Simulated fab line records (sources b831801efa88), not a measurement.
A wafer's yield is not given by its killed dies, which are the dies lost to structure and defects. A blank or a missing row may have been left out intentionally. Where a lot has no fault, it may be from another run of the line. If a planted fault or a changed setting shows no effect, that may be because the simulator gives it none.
Matching of chambers    flow sky130    pecvd-01 running SKY_CAP2M_CVD_00: 3 sister chambers
The step deposits SiO2, target thk 15.5 nm. 16 wafers are shown with their chamber, then 8 later ones without.

== WAFERS PAIRED WITH THEIR CHAMBERS ==
wafer   chamber  heater power w (W)
L074.1  0        710
L074.3  2        628
L074.5  2        603
L087.3  2        700
L087.4  0        766
L087.6  2        697
L088.1  2        640
L088.2  0        724
L088.4  2        642
L089.1  0        723
L089.2  1        649
L089.3  2        721
L089.4  1        642
L089.5  2        701
L089.6  0        719
L093.1  0        777

SIGNATURES, as means of the wafers listed above
reading         chamber 0  chamber 1  chamber 2  scatter within a chamber
heater power w  736.50     645.50     666.50     36.1
Rule: a wafer lies at a distance from a chamber equal to the root of the sum of squares, over the readings, of (its reading less the chamber's mean, divided by the reading's scatter). The wafer belongs to the nearest chamber; if the next one is less than 2 further off, it can't be placed. The scatter: take each reading less its chamber's mean, square it, sum over the shown wafers, divide by the number of wafers less the number of chambers, and take the root.

== WAFERS WHOSE CHAMBER IS MISSING ==
wafer   heater power w (W)
L093.5  642
L093.6  739
L095.1  749
L095.3  629
L095.6  757
L097.1  684
L097.2  624
L097.3  748

== THE CHAMBER EACH PASSED THROUGH ==
wafer   from the rows above           in truth
L093.5  can't be placed: 1 or 2       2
L093.6  can't be placed: 0 or 2       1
L095.1  can't be placed: 0 or 2       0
L095.3  can't be placed: 1 or 2       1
L095.6  can't be placed: 0 or 2       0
L097.1  can't be placed: 2 or 1 or 0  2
L097.2  can't be placed: 1 or 2       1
L097.3  can't be placed: 0 or 2       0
Placed correctly: 0 of 8. Unplaceable from these rows: 8, with the true chamber sitting among the candidates in 7. Number placed wrongly: 0.
